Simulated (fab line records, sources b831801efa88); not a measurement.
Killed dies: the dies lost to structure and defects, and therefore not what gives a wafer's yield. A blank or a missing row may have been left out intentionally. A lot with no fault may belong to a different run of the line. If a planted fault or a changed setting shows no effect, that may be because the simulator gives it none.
Split-lot trial    flow gf180mcu    23 wafers read from 5 lots, route of 602 steps

== THE SPLIT ITSELF ==
At GF_CONTACT_PEB_12 (peb time 90 s), the setting peb temp c was moved away from the recipe's 135 C on 10 of the 23 wafers read, by -2.5% to +2.5%. The other wafers ran this setting at the recipe's value.

== FROM THE SPLIT ON TO THE READING: in between, the file shows 1 step ==
- GF_CONTACT_DEVELOP_13: develop time 60 s

== THE READING ==
cd nm at GF_CONTACT_CD_MEAS_14, given in nm (cd target 220 nm). A value of 219.6 nm with a standard deviation of 1.5 nm is what fault-free wafers of this fab line usually give.

wafer   tool, chamber at the split  peb temp c as run, C  against the recipe  cd nm, nm  against lot-mates on the recipe
L074.3  litho track-04, 0           135                   recipe              220.0      -
L074.4  litho track-04, 0           135                   recipe              221.5      -
L074.5  litho track-04, 0           135                   recipe              221.4      -
L079.1  litho track-04, 0           135                   recipe              218.4      -
L079.3  litho track-04, 0           136.6                 +1.2%               222.6      +4.0
L079.4  litho track-04, 0           135                   recipe              218.0      -
L079.5  litho track-04, 0           136.6                 +1.2%               222.9      +4.3
L079.6  litho track-04, 0           135                   recipe              219.4      -
L080.1  litho track-04, 0           135                   recipe              220.3      -
L080.2  litho track-04, 0           133.8                 -0.9%               216.0      -4.8
L080.3  litho track-04, 0           133.8                 -0.9%               217.6      -3.2
L080.5  litho track-04, 0           133.8                 -0.9%               219.1      -1.7
L080.6  litho track-04, 0           135                   recipe              221.2      -
L081.1  litho track-03, 0           138.4                 +2.5%               225.0      +7.2
L081.3  litho track-03, 0           135                   recipe              218.1      -
L081.4  litho track-03, 0           135                   recipe              217.3      -
L081.5  litho track-03, 0           138.4                 +2.5%               227.0      +9.2
L081.6  litho track-03, 0           135                   recipe              218.1      -
L082.2  litho track-04, 0           131.6                 -2.5%               208.5      -12.6
L082.3  litho track-04, 0           135                   recipe              220.7      -
L082.4  litho track-04, 0           131.6                 -2.5%               209.8      -11.3
L082.5  litho track-04, 0           135                   recipe              221.5      -
L082.6  litho track-04, 0           131.6                 -2.5%               208.4      -12.7

THE FIT
A straight line over all 23 wafers: cd nm changes by +3.39 nm for each +1% of peb temp c; r = +0.93; the points scatter about the line by 1.7 nm.
The same after taking each lot's own level away (the mean of its wafers on the recipe; 23 wafers): +4.08 nm for each +1%; r = +0.98; scatter 1.2 nm.
That fit puts the effect of the largest move of peb temp c on the reading at 10 nm.
The span of the lots' own levels, 217.83 to 221.10 nm, comes to 2.2 times the standard deviation stated above.
So the lot-to-lot level changes the slope: the two fits differ.
Check: for one of the wafers moved furthest among these (+2.5%), held out of the fit, the line's prediction against its lot-mates is +10.6 nm. It came out at +7.17 nm against them.

== THE OTHER SPLITS THESE WAFERS WENT THROUGH ==
Other splits were also applied to these wafers ahead of the reading. Each is held against what the fit with the lots' levels taken away leaves over:
other split on the same wafers  wafers away from the commonest value  r with cd nm (lot level and that fit taken away)
GF_SAB_CVD_00 time s            5                                     -0.01

== THE WHOLE CHAIN: every reading that the file lists as answering this split, in the file's order ==
step                   what it does                                                    reading                                                         change (the file's fit)               r (the file's)
GF_CONTACT_CD_MEAS_14  target cd 220 nm                                                cd nm                                                           +3.96 nm for each +1% of the setting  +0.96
GF_CONTACT_ETCH_16     etches BARC in N2/H2                                            CONTACT.cd nm (the simulator's own value, which no gauge read)  +3.85 nm for each +1% of the setting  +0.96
GF_CONTACT_ETCH_17     etches SiO2 in C4F8/O2/Ar, stops on CoSi2, target depth 860 nm  CONTACT.cd nm (the simulator's own value, which no gauge read)  +3.97 nm for each +1% of the setting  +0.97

== THE FILE'S OWN FIT ==
cd nm changes by +3.96 nm for each +1% of peb temp c, r = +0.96.
